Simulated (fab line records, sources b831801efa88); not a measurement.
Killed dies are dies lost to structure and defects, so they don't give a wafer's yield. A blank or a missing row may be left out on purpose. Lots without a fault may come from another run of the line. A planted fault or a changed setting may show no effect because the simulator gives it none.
One fault seen from 2 desks | flow gf180mcu | each desk has only its own numbers; what lay behind them comes last

THE METROLOGY DESK
What the gauges read, lot by lot, whatever tool the lot ran on: means of the sampled wafers that have a number. A lot is out of limits, marked OUT, if its mean lies more than 4 standard deviations from the usual mean; the brackets give that distance.
Columns: A = V5_OVL at GF_V5_OVL_MEAS_15, usual -5 nm
lot  | first seen here | A
L955 | day 27 20:24    | -9
L956 | day 28 07:21    | -11
L957 | day 28 17:27    | -2
L959 | day 28 22:33    | 0
L960 | day 29 06:59    | -8
L962 | day 29 16:36    | -4
L961 | day 29 17:31    | -5
L963 | day 30 11:20    | 1
L965 | day 30 17:48    | -2
L970 | day 32 02:26    | 2
L973 | day 32 17:38    | -12
L974 | day 33 00:21    | -10
L976 | day 33 03:04    | -12
L977 | day 33 03:22    | -4
This desk's finding: nothing out of limits on any of the 14 lots.

THE TOOL OWNER'S DESK: rie_diel-04
The tool's own readings at GF_PASSIVATION_ETCH_11 (etches the open film in CF4/O2, stops on TiN, target depth 2040 nm, time 453.3 s): means of the sampled wafers that have a number, for each lot that ran on this tool. A lot is out of limits, marked OUT, if its mean lies more than 4 standard deviations from the usual mean; the brackets give that distance.
Columns: A = bias_w at GF_PASSIVATION_ETCH_11, usual 151.6 W; B = drypump_motor_current_A at GF_PASSIVATION_ETCH_11, usual 5.6 A; C = oes_product_au at GF_PASSIVATION_ETCH_11, usual 0.989 a.u.; D = rf_fwd_power_W at GF_PASSIVATION_ETCH_11, usual 798.9 W; E = throttle_valve_pct at GF_PASSIVATION_ETCH_11, usual 5.967 %
lot  | first seen here | A     | B   | C               | D               | E
L955 | day 29 15:20    | 151.4 | 5.7 | 0.986           | 798.4           | 5.969
L962 | day 31 08:47    | 151.6 | 5.4 | 0.988           | 797.8           | 5.960
L970 | day 33 13:56    | 151.8 | 5.7 | 0.910 (-12) OUT | 669.6 (-54) OUT | 5.951
L973 | day 34 03:19    | 151.2 | 5.4 | 0.903 (-13) OUT | 671.2 (-53) OUT | 5.939
This desk's finding: out of limits on L970, L973; first on L970, day 33 13:56 (oes_product_au at GF_PASSIVATION_ETCH_11). In limits: L955, L962.

PUT TOGETHER
The tool owner's desk could have raised an alarm at day 33 13:56, on L970, L973.
The metrology desk saw nothing out of limits.
The metrology desk has L970, L973 on record, within its limits.
Of the lots named, all ran GF_PASSIVATION_ETCH_11 on rie_diel-04.

WHAT THE SIMULATOR HAD PUT IN
Process parameter drift: rie_diel-04, from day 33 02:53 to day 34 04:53, at GF_PASSIVATION_ETCH_11. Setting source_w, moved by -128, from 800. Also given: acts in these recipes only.
Lots struck among those shown: L970, L973.
Hours from the fault's start to each desk's first reading out of limits: the tool owner's desk, 11.
